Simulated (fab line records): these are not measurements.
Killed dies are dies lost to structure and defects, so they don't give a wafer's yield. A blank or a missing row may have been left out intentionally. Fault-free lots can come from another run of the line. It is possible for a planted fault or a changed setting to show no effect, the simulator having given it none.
Matching of chambers ; flow sky130 ; SKY_FIELD_ISO_CMP_27 on cmp-01 has 4 sister chambers
The step polishes, stops on Si3N4, t overpolish 16 s, target thk 457.8 nm. 14 wafers are shown with their chamber, then 7 later ones without.

== EACH WAFER AND ITS CHAMBER ==
wafer;chamber;motorCurrentA (A);timeToEndpointS (s);overpolishRunS (s)
L783.2;0;11.6;102;15.976
L783.3;2;11.6;117;16.001
L783.6;3;11.1;109;15.994
L784.2;3;11.2;105;16.003
L784.4;0;11.5;100;16.011
L784.5;2;11.7;113;16.015
L790.1;3;11.3;107;15.999
L790.2;0;12.1;100;15.996
L790.3;1;14.3;106;16.010
L792.2;3;11.6;105;16.002
L792.4;0;11.7;100;16.003
L792.6;1;13.9;104;15.992
L794.1;3;10.8;107;16.009
L794.4;1;14.2;103;16.008

SIGNATURES (averages over the wafers above)
reading;chamber 0;chamber 1;chamber 2;chamber 3;scatter within a chamber
motorCurrentA;11.725;14.133;11.650;11.200;0.253
timeToEndpointS;100.50;104.33;115.00;106.60;1.64
overpolishRunS;15.99650;16.00333;16.00800;16.00140;0.0104
Rule: a wafer's distance from a chamber is the root of the sum, over the readings, of the square of ((its reading less the chamber's mean) divided by the reading's scatter). If the next closest chamber is less than 2 further off than the closest, the wafer can't be placed; otherwise it belongs to the closest. How the scatter is found: for the shown wafers, subtract from each reading the mean of its chamber, square and add these, divide the total by (wafers less chambers), then take the root.

== WAFERS WHOSE CHAMBER IS MISSING ==
wafer;motorCurrentA (A);timeToEndpointS (s);overpolishRunS (s)
L794.6;11.1;119;15.998
L801.1;10.9;105;15.988
L801.2;11.3;121;16.002
L801.4;14.2;107;15.994
L802.1;11.5;101;16.002
L802.5;11.2;103;16.009
L802.6;11.3;106;15.992

== WHICH CHAMBER EACH ONE RAN IN ==
wafer;from the rows above;in truth
L794.6;2;2
L801.1;3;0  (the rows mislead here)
L801.2;2;2
L801.4;1;1
L802.1;0;0
L802.5;can't be placed: 3 or 0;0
L802.6;3;3
Correct placement for 5 of the 7. These rows do not allow placing 1 (true chamber among the candidates in 1). Wrongly placed: 1.
